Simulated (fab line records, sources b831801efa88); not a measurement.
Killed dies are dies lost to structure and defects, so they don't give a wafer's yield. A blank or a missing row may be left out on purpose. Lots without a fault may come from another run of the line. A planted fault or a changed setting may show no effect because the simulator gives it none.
A struck lot beside a sound one | flow sfq_line | 42 steps out of a route of 325
Sound: wafers L438.1, L438.3, L438.5. Struck: wafer L434.2. (L434.5, L434.6 of the same lot were not struck and are left out.) The cause comes at the end.
At each step with rows: each side's tool, then ch and its chambers, then its first start. Under that, the readings that differ: sound wafers | struck wafers | difference of the means | sigmas: that difference in standard deviations of wafers without a fault.
alike: readings whose means differ by less than 2 such deviations, and words and numbers that are the same on both sides. not compared: withheld readings, readings that some wafer has no value for, bounds like >300 that may hide the same value, and numbers for which the record gives no deviation and whose values overlap.
The two part at a step that has a row with sigmas, a row that says differs or no value, or rows on one side only. Numbers that don't overlap but have no deviation are shown without sigmas and don't part them. A reading that every wafer of one side lacks parts them only if that side has two wafers or more.

first, 6 steps without rows for these wafers: SFQ_TRILAYER_I6_VIA_LITHO_COAT_174 (resist thk 62 nm); SFQ_TRILAYER_I6_VIA_LITHO_COAT_169 (resist thk 650 nm); SFQ_TRILAYER_I6_VIA_LITHO_SOFTBAKE_173; SFQ_TRILAYER_I6_VIA_LITHO_EXPOSE_170 (exposes mask I6, target cd 700 nm); SFQ_TRILAYER_I6_VIA_LITHO_PEB_172 (peb time 60 s); SFQ_TRILAYER_I6_VIA_LITHO_DEVELOP_171 (time 60 s).
SFQ_I6_OVL_MEAS_942:
  sound on overlay-01, day 80 10:52; struck on overlay-02, day 76 20:50
  alike: I6_OVL
then, 1 step without rows for these wafers: SFQ_TRILAYER_I6_VIA_BARC_OPEN_VIA_ETCH_235 (etches BARC in O2, target depth 125 nm, time 41.7 s).
SFQ_TRILAYER_I6_VIA_ETCH_VIA_ETCH_172: etches SiO2 in CHF3, stops on Nb, target depth 260 nm.
  sound on rie_diel-03 ch 0,1,3, day 80 10:57; struck on rie_diel-03 ch 3, day 76 20:54
  alike: drypump_motor_current_A, oes_product_au
then, 3 steps without rows for these wafers: SFQ_TRILAYER_I6_VIA_STRIP_STRIP_173 (strips in O2); SFQ_TRILAYER_I6_VIA_STRIP_SOLV_CLEAN_174 (cleans in NMP, time 600 s); SFQ_TRILAYER_M7_DEP_PRE_CLEAN_176 (time 22.5 s).
SFQ_TRILAYER_M7_DEP_SPUTTER_175: material Nb, target thk 200 nm, time 133.3 s.
  sound on pvd_sputter-03, day 80 11:53; struck on pvd_sputter-04, day 76 21:49
  reading                                             | sound             | struck | difference | sigmas
  model.Nb_of_TRILAYER_M7_DEP_SPUTTER_175.thk_nm (nm) | 200.7 199.2 200.1 | 250.4  | +50.4      |
  alike: throttle_valve_pct
SFQ_M7_RS_MEAS_943: measures by four-point-probe.
  sound on film_metro-04, day 80 12:00; struck on film_metro-01, day 76 21:56
  reading           | sound             | struck | difference | sigmas
  M7_NB_RS (ohm/sq) | 0.886 0.894 0.889 | 0.709  | -0.181     | -15
then, 6 steps without rows for these wafers: SFQ_TRILAYER_M7_LITHO_COAT_182 (resist thk 62 nm); SFQ_TRILAYER_M7_LITHO_COAT_177 (resist thk 600 nm); SFQ_TRILAYER_M7_LITHO_SOFTBAKE_181; SFQ_TRILAYER_M7_LITHO_EXPOSE_178 (exposes mask M7, target cd 500 nm); SFQ_TRILAYER_M7_LITHO_PEB_180 (peb time 60 s); SFQ_TRILAYER_M7_LITHO_DEVELOP_179 (time 60 s).
-- the record jumps here: 2 days lie between the struck wafers' starts before and after --
SFQ_M7_OVL_MEAS_945:
  sound on overlay-02, day 80 15:38; struck on overlay-02, day 79 08:29
  alike: M7_OVL
then, 1 step without rows for these wafers: SFQ_TRILAYER_M7_BARC_OPEN_METAL_ETCH_229 (etches BARC in O2, target depth 125 nm, time 41.7 s).
SFQ_TRILAYER_M7_ETCH_METAL_ETCH_180: etches Nb in Cl2/Ar, stops on SiO2, target depth 240 nm, time 120 s.
  sound on rie_metal-02 ch 0,1, day 80 15:44; struck on rie_metal-01 ch 0, day 79 08:40
  reading               | sound             | struck | difference | sigmas
  oes_product_au (a.u.) | 0.893 0.886 0.889 | 0.985  | +0.096     | +11
  alike: drypump_motor_current_A
  not compared: rf_hours_counter_h
SFQ_TRILAYER_M7_STRIP_STRIP_181: strips in O2.
  sound on rie_metal-02 ch 0,1, day 80 15:52; struck on rie_metal-01 ch 0, day 79 09:05
  alike: drypump_motor_current_A, oes_product_au
  not compared: rf_hours_counter_h
then, 1 step without rows for these wafers: SFQ_TRILAYER_M7_STRIP_SOLV_CLEAN_182 (cleans in NMP, time 600 s).
SFQ_TRILAYER_I7_DEP_PECVD_183: deposits SiO2 from SiH4/N2O, time 111.11 s, target thk 500 nm.
  sound on pecvd-02 ch 1,2, day 80 16:38; struck on pecvd-04 ch 0, day 79 10:15
  reading                | sound          | struck | difference | sigmas
  throttle_valve_pct (%) | 26.0 26.5 26.9 | 23.3   | -3.2       | -3
  alike: heater_power_w
then, 1 step without rows for these wafers: SFQ_TRILAYER_I7_CMP_CMP_184 (polishes SiO2).
SFQ_I7_BOW_MEAS_946:
  sound on film_metro-02, day 80 19:52; struck on film_metro-03, day 79 22:53
  alike: I7_BOW
SFQ_TRILAYER_I7_METRO_MEASURE_185:
  sound on film_metro-02, day 80 19:59; struck on film_metro-03, day 79 23:11
  alike: thk_nm
then, 6 steps without rows for these wafers: SFQ_TRILAYER_I7_VIA_LITHO_COAT_192 (resist thk 62 nm); SFQ_TRILAYER_I7_VIA_LITHO_COAT_187 (resist thk 650 nm); SFQ_TRILAYER_I7_VIA_LITHO_SOFTBAKE_191; SFQ_TRILAYER_I7_VIA_LITHO_EXPOSE_188 (exposes mask I7, target cd 1000 nm); SFQ_TRILAYER_I7_VIA_LITHO_PEB_190 (peb time 60 s); SFQ_TRILAYER_I7_VIA_LITHO_DEVELOP_189 (time 60 s).
SFQ_I7_OVL_MEAS_947:
  sound on overlay-01, day 80 23:26; struck on overlay-01, day 80 03:26
  alike: I7_OVL
then, 2 steps without rows for these wafers: SFQ_TRILAYER_I7_VIA_BARC_OPEN_VIA_ETCH_260 (etches BARC in O2, target depth 125 nm, time 41.7 s); SFQ_TRILAYER_I7_VIA_ETCH_VIA_ETCH_190 (etches SiO2 in CHF3, stops on Nb, target depth 260 nm).
SFQ_TRILAYER_I7_VIA_STRIP_STRIP_191: strips in O2.
  sound on rie_metal-04 ch 0,1, day 80 23:38; struck on rie_metal-03 ch 0, day 80 03:37
  reading               | sound             | struck | difference | sigmas
  oes_product_au (a.u.) | 1.002 1.017 1.021 | 0.981  | -0.032     | -3
  alike: drypump_motor_current_A
  not compared: rf_hours_counter_h
then, 2 steps without rows for these wafers: SFQ_TRILAYER_I7_VIA_STRIP_SOLV_CLEAN_192 (cleans in NMP, time 600 s); SFQ_TRILAYER_M8_LITHO_LOR_COAT_197.
-- the record jumps here: 4 days lie between the struck wafers' starts before and after --
SFQ_M8_BOW_MEAS_951:
  sound on film_metro-02, day 84 20:10; struck on film_metro-01, day 83 16:35
  reading                       | sound              | struck | difference | sigmas
  model.etest.m7.comb_log10_ohm | 12 12 12           | 0      | -12        |
  model.etest.m7.ohm_sq         | 0.8871 0.8939 0.89 | 0.7113 | -0.1790    |
  alike: M8_BOW

WHERE THEY PART
First at SFQ_M7_RS_MEAS_943; last, within this record, at SFQ_TRILAYER_I7_VIA_STRIP_STRIP_191. Later steps at which nothing parts them and some readings are alike: SFQ_M8_BOW_MEAS_951.

WHY: what the simulator had put in
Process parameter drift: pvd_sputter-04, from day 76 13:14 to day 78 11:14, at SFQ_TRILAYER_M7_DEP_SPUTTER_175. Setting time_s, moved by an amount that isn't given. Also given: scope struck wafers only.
